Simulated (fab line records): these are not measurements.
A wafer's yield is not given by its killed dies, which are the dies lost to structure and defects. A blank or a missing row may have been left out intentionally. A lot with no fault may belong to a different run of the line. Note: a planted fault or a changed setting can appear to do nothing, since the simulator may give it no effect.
Struck lot and sound lot, side by side + flow sky130 + 43 out of 708 route steps
Sound: wafers L685.1, L685.4, L685.5. Struck: wafers L691.1, L691.6 (left out: L691.2, a lot-mate that was not struck); the cause follows at the end.
Each step with rows lists, per side, the tool, then ch with its chambers, then its first start. Under that, the readings that differ: sound wafers + struck wafers + difference of the means + sigmas: that difference in standard deviations of wafers without a fault.
alike: readings with means less than 2 such deviations apart, plus words and numbers identical on both sides. not compared: withheld readings, readings lacking a value on some wafer, bounds such as >300 that could conceal the same value, and numbers that have no deviation in the record and whose values overlap.
Wherever a step has rows on one side only, a row that says differs or no value, or a row with sigmas, the two part there. Non-overlapping numbers with no deviation appear without sigmas and do not part them. A reading that every wafer of one side lacks parts them only if that side has two wafers or more.

SKY_SONOS_ONO_THK_MEAS_05:
  sound on film-metro-03 at day 12 02:45; struck on film-metro-04 at day 14 00:08
| reading                   | sound          | struck    | difference | sigmas |
|---------------------------|----------------|-----------|------------|--------|
| SONOS_ONO_CVD_04_THK (nm) | 5.68 5.67 5.51 | 5.98 5.92 | +0.33      | +3     |
then, 7 steps without rows for these wafers: SKY_SONOS_ONO_DEHYDRATE_06 (time 60 s); SKY_SONOS_ONO_HMDS_07 (prime time 60 s); SKY_SONOS_ONO_COAT_08 (resist thk 1140 nm); SKY_SONOS_ONO_SOFTBAKE_09 (time 60 s); SKY_SONOS_ONO_EXPOSE_10 (exposes mask ONOM, target cd 410 nm); SKY_SONOS_ONO_PEB_11; SKY_SONOS_ONO_DEVELOP_12 (develop time 60 s).
SKY_SONOS_ONO_CD_MEAS_13: target cd 410 nm.
  sound on cd-sem-01 at day 13 02:47; struck on cd-sem-02 at day 15 02:47
  alike: cd-nm
SKY_SONOS_ONO_OVL_MEAS_14:
  sound on overlay-02 at day 13 02:54; struck on overlay-02 at day 15 02:55
  alike: SONOS_ONO_OVL
SKY_SONOS_ONO_ETCH_15: etches the open film in CHF3/O2, target depth 19.52 nm, time 7.8 s.
  sound on rie-diel-02 ch 1,2, day 13 02:56; struck on rie-diel-01 ch 1,2, day 15 02:57
  alike: drypump-motor-current-A, oes-product-au, throttle-valve-pct
  not compared: rf-hours-counter-h
then, 1 step without rows for these wafers: SKY_SONOS_ONO_WET_ETCH_16 (etches SiO2 in dHF, target depth 14 nm, time 276.5 s).
SKY_SONOS_ONO_STRIP_17: strips in O2/N2.
  sound on plasma-asher-02 ch 0,1, day 13 03:02; struck on plasma-asher-01 ch 0, day 15 03:04
  alike: drypump-motor-current-A, oes-product-au, strip-time-to-endpoint-s
  not compared: rf-hours-counter-h
then, 3 steps without rows for these wafers: SKY_SONOS_ONO_WET_ETCH_18 (etches Si3N4 in H3PO4, target depth 15 nm, time 172 s); SKY_GATE_OXIDE_CLEAN_00 (cleans in SC1/SC2, time 150 s); SKY_GATE_OXIDE_OXIDATION_01 (stabilise 600 s, purge 300 s, target thk 10.268 nm).
SKY_GATE_OXIDE_THK_MEAS_02:
  sound on film-metro-03 at day 13 05:54; struck on film-metro-03 at day 15 05:33
  alike: GATE_OXIDE_OXIDATION_00_THK
then, 7 steps without rows for these wafers: SKY_GATE_OXIDE_DEHYDRATE_03 (time 60 s); SKY_GATE_OXIDE_HMDS_04 (prime time 60 s); SKY_GATE_OXIDE_COAT_05 (resist thk 1140 nm); SKY_GATE_OXIDE_SOFTBAKE_06 (time 60 s); SKY_GATE_OXIDE_EXPOSE_07 (exposes mask LVOM, target cd 600 nm); SKY_GATE_OXIDE_PEB_08; SKY_GATE_OXIDE_DEVELOP_09 (develop time 60 s).
SKY_GATE_OXIDE_OVL_MEAS_10:
  sound on overlay-02 at day 14 06:59; struck on overlay-02 at day 16 09:05
  alike: GATE_OXIDE_OVL
then, 2 steps without rows for these wafers: SKY_GATE_OXIDE_IMPLANT_11; SKY_GATE_OXIDE_WET_ETCH_12 (etches SiO2 in dHF, target depth 16.8 nm, time 336 s).
SKY_GATE_OXIDE_STRIP_13: strips in O2/N2.
  sound on plasma-asher-03 ch 1, day 14 07:16; struck on plasma-asher-04 ch 0,1, day 16 09:22
  alike: drypump-motor-current-A, oes-product-au, strip-time-to-endpoint-s
  not compared: rf-hours-counter-h
SKY_GATE_OXIDE_TW_MEAS_14:
  sound on film-metro-03 at day 14 07:22; struck on film-metro-03 at day 16 09:28
  alike: GATE_OXIDE_TW
then, 3 steps without rows for these wafers: SKY_GATE_OXIDE_CLEAN_15 (cleans in SC1/SC2, time 150 s); SKY_GATE_OXIDE_OXIDATION_16 (stabilise 600 s, purge 300 s, target thk 3.57 nm); SKY_POLY_GATE_CVD_00 (deposits poly-Si, target thk 180 nm, time 720 s).
SKY_POLY_GATE_THK_MEAS_01:
  sound on film-metro-02 at day 14 10:21; struck on film-metro-04 at day 16 12:45
  alike: POLY_GATE_CVD_00_THK
then, 8 steps without rows for these wafers: SKY_RES_PROTECT_DEHYDRATE_00 (time 60 s); SKY_RES_PROTECT_HMDS_01 (prime time 60 s); SKY_RES_PROTECT_COAT_02 (resist thk 1140 nm); SKY_RES_PROTECT_SOFTBAKE_03 (time 60 s); SKY_RES_PROTECT_EXPOSE_04 (exposes mask RPM, target cd 1270 nm); SKY_RES_PROTECT_PEB_05; SKY_RES_PROTECT_DEVELOP_06 (develop time 60 s); SKY_POLY_GATE_IMPLANT_02.
SKY_RES_PROTECT_STRIP_07: strips in O2/N2.
  sound on plasma-asher-03 ch 0,1, day 15 13:38; struck on plasma-asher-03 ch 0,1, day 17 18:11
  alike: drypump-motor-current-A, oes-product-au, strip-time-to-endpoint-s
  not compared: rf-hours-counter-h
-- record jumps: 30 days separate the struck wafers' starts on either side; left off in module RES_PROTECT, taken up again in module PAD_OPEN, whose first shown step is the route's number 708 --
SKY_PAD_OPEN_PROBE_99:
  rows exist in the record for the struck wafers here (prober-01, day 47 15:57), but not for the sound ones

== WHERE THEY PART ==
First at SKY_SONOS_ONO_THK_MEAS_05; last, within this record, at SKY_PAD_OPEN_PROBE_99.

WHY: whatever the simulator had introduced
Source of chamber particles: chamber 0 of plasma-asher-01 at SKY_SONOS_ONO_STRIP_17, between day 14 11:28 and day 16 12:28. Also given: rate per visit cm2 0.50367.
